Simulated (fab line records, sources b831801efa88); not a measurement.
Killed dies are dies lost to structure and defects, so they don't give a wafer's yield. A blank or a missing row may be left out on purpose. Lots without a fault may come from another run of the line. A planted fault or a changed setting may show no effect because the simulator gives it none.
Which tool did it? | flow gf180mcu | 10 lots, 30 wafers sampled, at 3 steps of a route of 602

WHAT THE GAUGES READ, wafer by wafer
GF_V3_RS_MEAS_24: measures by four-point-probe.
lot  | measured     | on            | V3_W_RS (ohm/sq)
L410 | day 22 10:18 | film_metro-02 | 0.326 0.334 0.326
L411 | day 22 15:16 | film_metro-01 | 0.329 0.324 0.327
L413 | day 23 07:00 | film_metro-01 | 0.328 0.334 0.329
L417 | day 25 00:44 | film_metro-02 | 0.328 0.325 0.386
L418 | day 25 10:28 | film_metro-01 | 0.330 0.392 0.391
L426 | day 27 18:16 | film_metro-02 | 0.331 0.327 0.329
L428 | day 28 05:14 | film_metro-02 | 0.324 0.329 0.327
L429 | day 28 07:53 | film_metro-02 | 0.326 0.324 0.326
L430 | day 28 14:41 | film_metro-04 | 0.326 0.327 0.327
L433 | day 29 20:02 | film_metro-02 | 0.329 0.333 0.334

WHICH TOOL RAN EACH LOT (tool, then ch and the chambers of the sampled wafers, then the start)
lot  | GF_V3_SPUTTER_22             | GF_V3_CVD_23
L410 | pvd_sputter-03, day 22 10:08 | cvd_w-02 ch 0,1, day 22 10:10
L411 | pvd_sputter-02, day 22 15:07 | cvd_w-02 ch 0,1, day 22 15:10
L413 | pvd_sputter-03, day 23 06:44 | cvd_w-02 ch 1, day 23 06:47
L417 | pvd_sputter-03, day 25 00:35 | cvd_w-02 ch 0,1, day 25 00:38
L418 | pvd_sputter-03, day 25 10:19 | cvd_w-02 ch 0,1, day 25 10:21
L426 | pvd_sputter-03, day 27 18:05 | cvd_w-02 ch 0,1, day 27 18:10
L428 | pvd_sputter-04, day 28 05:05 | cvd_w-02 ch 0,1, day 28 05:08
L429 | pvd_sputter-04, day 28 07:43 | cvd_w-02 ch 0,1, day 28 07:46
L430 | pvd_sputter-03, day 28 14:31 | cvd_w-02 ch 0,1, day 28 14:33
L433 | pvd_sputter-02, day 29 19:52 | cvd_w-02 ch 0,1, day 29 19:54
- GF_V3_SPUTTER_22: material TiN, target thk 10 nm, time 40 s.
- GF_V3_CVD_23: deposits W, target thk 350 nm, time 104.9 s.

THE ANSWER, worked out from the rows above alone
Rule: what is usual is taken from the lots themselves. Put in order of their means at a reading, lots are off if they are a third of the lots or fewer, leave a main group of 4 or more, and stand apart from it by a gap of 3 or more times the standard deviation of the main group's means; of several such gaps the widest counts. A main group whose means are all the same, to the digits that the tables above print for the reading, isn't used. A lot without any number at a reading at which 4 lots or more have one is off too. The other lots that the step has rows for count as sound.
Off: L417, L418, at GF_V3_RS_MEAS_24 (V3_W_RS). The main group: mean 0.328 ohm/sq, standard deviation 0.0021.
A tool fits if, at a process step before that reading, it ran every lot that is off, and no sound lot after the first of them. The gauges at GF_V3_RS_MEAS_24 are tried like those tools. None of those tried fits.

WHAT THE SIMULATOR HAD PUT IN
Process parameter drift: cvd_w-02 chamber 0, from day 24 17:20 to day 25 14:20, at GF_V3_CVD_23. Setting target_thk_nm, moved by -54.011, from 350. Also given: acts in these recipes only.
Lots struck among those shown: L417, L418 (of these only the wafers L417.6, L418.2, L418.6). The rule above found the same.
